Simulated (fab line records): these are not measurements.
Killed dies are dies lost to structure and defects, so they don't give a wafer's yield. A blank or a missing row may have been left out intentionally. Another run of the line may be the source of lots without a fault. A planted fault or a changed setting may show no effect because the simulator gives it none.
8D (eight disciplines) problem report, filled in by code || flow sky130 || the parts of the form that need people (team, actions taken, sign-off) are left out

1. THE PROBLEM
POLY_GATE_CVD_00_THK at SKY_POLY_GATE_THK_MEAS_01 reads a mean of 112.3 nm on 3 wafers of 1 lot; wafers without a fault read 180.5 nm with a standard deviation of 1.9. That puts it -36 standard deviations away from the usual mean.
Seen first at day 18 23:16 on film_metro-04, wafer L846.4. The record has a number at this step for 33 wafers belonging to 11 lots. Rule for "out", or "out of limits": more than 4 standard deviations from the usual mean. The rest of the wafers with a number are treated as sound.

2. WHAT THIS IS AND IS NOT
{"question": "which readings at this step", "is": "POLY_GATE_CVD_00_THK", "is not": "-"}
{"question": "which lots", "is": "L846", "is not": "L831, L833, L835, L837, L838, L839, L840, L852, L853, L854"}
{"question": "which wafers of those lots", "is": "all that have a number", "is not": "-"}
{"question": "read on which gauges", "is": "film_metro-04", "is not": "film_metro-02, film_metro-03"}
{"question": "when", "is": "from day 18 23:16", "is not": "up to then (21 sound wafers); but 9 sound wafers of L852, L853, L854 came after"}

3. THE SUSPECTS, EACH WITH WHAT RULES IT OUT
Counting: any tool at a process step up to the reading is kept as a suspect provided that every lot that is out went through it and no sound lot did after the first of them.
- the gauge at SKY_POLY_GATE_THK_MEAS_01 has been ruled out. All the wafers that are out were read on film_metro-04, but those of them that SKY_POLY_GATE_ETCH_17 has rows for are out there too, on other tools.
- rie_diel-01 at SKY_SONOS_ONO_ETCH_15 (etches the open film in CHF3/O2, target depth 19.52 nm, time 7.8 s): ruled out as a lasting fault. After its first lot that is out, L846 (day 17 10:17), sound lots L852, L853 ran on it.
- lpcvd-01 at SKY_POLY_GATE_CVD_00 (deposits poly-Si, target thk 180 nm, time 720 s): ruled out as a lasting fault. After its first lot that is out, L846 (day 18 22:02), sound lots L852, L853, L854 ran on it.
Left after counting: nothing in the record.

4. THE CAUSE (what the simulator had put in)
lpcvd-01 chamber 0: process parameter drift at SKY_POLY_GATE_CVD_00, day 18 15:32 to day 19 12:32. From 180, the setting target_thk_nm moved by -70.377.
It was ruled out by counting, in error; the rule expects a fault to strike all lots run on its tool from its start on, and this fault did not.

5. THE CHAIN OF EFFECTS, in route order
Rows list readings where the struck wafers' mean (over those with a number) sits beyond 3 standard deviations from the usual. Scope: only readings with a usual standard deviation given in the record; hours: median across lots of the time from each lot's start at the first step in this table that gives one to its start at this step; sigmas: change in usual standard deviations.
{"hours": 0, "step": "SKY_POLY_GATE_THK_MEAS_01", "reading": "POLY_GATE_CVD_00_THK", "usual": "180.5 nm", "on struck wafers": 112.3, "change": -68.2, "sigmas": -36}
{"hours": 65, "step": "SKY_POLY_GATE_ETCH_17", "reading": "oes_product_au", "usual": "0.985 a.u.", "on struck wafers": 0.724, "change": -0.261, "sigmas": -39}
Here are the process steps it includes:
- SKY_POLY_GATE_ETCH_17: etches poly-Si in HBr/Cl2, stops on SiO2, target depth 180 nm, time 70.5 s.
Later steps that measure or inspect, where all struck wafers having a row at the step show a number for every such reading and not one has moved that far: SKY_POLY_GATE_THK_MEAS_04.

6. WHAT WOULD HAVE CAUGHT IT SOONER
8 hours passed between the start of the fault at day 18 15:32 and the first reading out of limits at a measuring or inspecting step in this record, taken at day 18 23:16.
